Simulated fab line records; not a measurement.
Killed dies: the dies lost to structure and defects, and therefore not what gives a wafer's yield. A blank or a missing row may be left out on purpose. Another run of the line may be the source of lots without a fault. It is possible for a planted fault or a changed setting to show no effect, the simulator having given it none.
Which of the tools did it? -- flow sky130 -- 33 wafers from 11 lots sampled at 3 of the route's 708 steps

## WHAT THE GAUGES READ, wafer by wafer
SKY_VT_ADJUST_HVTP_TW_MEAS_11.
lot,measured,on,VT_ADJUST_HVTP_TW
L568,day 6 21:37,film_metro-01,1344 1346 1351
L569,day 6 23:39,film_metro-01,1339 1347 1343
L571,day 7 07:52,film_metro-03,1351 1352 1357
L572,day 7 17:22,film_metro-03,1356 1356 1357
L575,day 8 05:01,film_metro-03,1702 1691 1702
L576,day 8 11:18,film_metro-03,1700 1696 1691
L577,day 8 20:17,film_metro-01,1669 1675 1673
L580,day 9 09:43,film_metro-04,1356 1354 1354
L584,day 10 10:33,film_metro-03,1349 1359 1358
L585,day 10 18:33,film_metro-03,1352 1351 1353
L590,day 12 03:29,film_metro-03,1346 1351 1340

## TOOL THAT RAN EACH LOT (tool first, then ch and the chambers of the sampled wafers, then the start)
lot,SKY_PWDE_STRIP_09,SKY_VT_ADJUST_HVTP_IMPLANT_09
L568,"plasma_asher-03 ch 0,1, day 4 12:20","implanter-04 ch 0, day 6 21:22"
L569,"plasma_asher-01 ch 0,1, day 4 15:45","implanter-04 ch 0, day 6 23:24"
L571,"plasma_asher-04 ch 0,1, day 4 22:53","implanter-01 ch 0, day 7 07:38"
L572,"plasma_asher-04 ch 0,1, day 5 06:23","implanter-01 ch 0, day 7 17:08"
L575,"plasma_asher-04 ch 0,1, day 5 17:39","implanter-01 ch 0, day 8 04:26"
L576,"plasma_asher-03 ch 0,1, day 5 22:36","implanter-02 ch 0, day 8 10:44"
L577,"plasma_asher-04 ch 0,1, day 6 06:35","implanter-02 ch 0, day 8 19:46"
L580,"plasma_asher-03 ch 0,1, day 6 19:29","implanter-04 ch 0, day 9 09:30"
L584,"plasma_asher-01 ch 0,1, day 7 19:06","implanter-02 ch 0, day 10 10:19"
L585,"plasma_asher-04 ch 0,1, day 8 01:21","implanter-02 ch 0, day 10 18:19"
L590,"plasma_asher-04 ch 0,1, day 9 07:14","implanter-04 ch 0, day 12 03:14"
- SKY_PWDE_STRIP_09: strips in O2/N2.
- SKY_VT_ADJUST_HVTP_IMPLANT_09

## AS READ BY THE TOOLS THEMSELVES (means over the sampled wafers that have a number; for cases with no such wafer, the mark the record gives instead)
SKY_PWDE_STRIP_09.
lot,tool,chamber_pressure_mTorr (mTorr),drypump_motor_current_A (A),oes_product_au (a.u.),strip_time_to_endpoint_s (s)
L568,plasma_asher-03,1499.9,6.2,0.722,37.01
L569,plasma_asher-01,1499.5,6.0,0.720,36.94
L571,plasma_asher-04,1500.4,5.8,0.720,36.86
L572,plasma_asher-04,1500.2,5.8,0.720,36.90
L575,plasma_asher-04,1500.3,5.7,0.724,36.97
L576,plasma_asher-03,1499.5,6.2,0.724,36.92
L577,plasma_asher-04,1500.3,5.8,0.723,37.11
L580,plasma_asher-03,1499.5,6.0,0.724,36.81
L584,plasma_asher-01,1500.4,6.0,0.721,36.91
L585,plasma_asher-04,1500.5,5.8,0.722,37.05
L590,plasma_asher-04,1498.9,5.7,0.724,36.90

SKY_VT_ADJUST_HVTP_IMPLANT_09.
lot,tool,faraday_current_uA
L568,implanter-04,24.2
L569,implanter-04,24.4
L571,implanter-01,24.6
L572,implanter-01,24.3
L575,implanter-01,24.4
L576,implanter-02,24.4
L577,implanter-02,24.1
L580,implanter-04,24.3
L584,implanter-02,23.8
L585,implanter-02,24.2
L590,implanter-04,24.1

## THE ANSWER, worked out from the rows above alone
Rule: the lots themselves supply what counts as usual. The widest of any qualifying gaps counts: lots, ordered by their means at a reading, are off when they make up no more than a third of the lots, leave a main group of 4 or more, and stand apart from it by 3 or more times the standard deviation of that group's means. If all means in a main group match to the digits the tables above print for the reading, that group is not used. Also off: a lot with no number at a reading for which 4 or more lots have one. All remaining lots with rows at the step are treated as sound. After the gauges, taken in route order, come the tools' own readings; for these a lot's mean is taken, as printed above. The first step at which some lot is off is used, and at that step the reading that is off furthest; a lot without a number counts as furthest.
Off: L575, L576, L577, at SKY_VT_ADJUST_HVTP_TW_MEAS_11 (VT_ADJUST_HVTP_TW). The main group: mean 1351, standard deviation 4.7.
If a tool, at a process step before that reading, ran all the lots that are off and no sound lot after the first of them, it fits. The gauges at SKY_VT_ADJUST_HVTP_TW_MEAS_11 are tried like those tools. Of those tried, none fits.

## WHAT THE SIMULATOR HAD INSERTED
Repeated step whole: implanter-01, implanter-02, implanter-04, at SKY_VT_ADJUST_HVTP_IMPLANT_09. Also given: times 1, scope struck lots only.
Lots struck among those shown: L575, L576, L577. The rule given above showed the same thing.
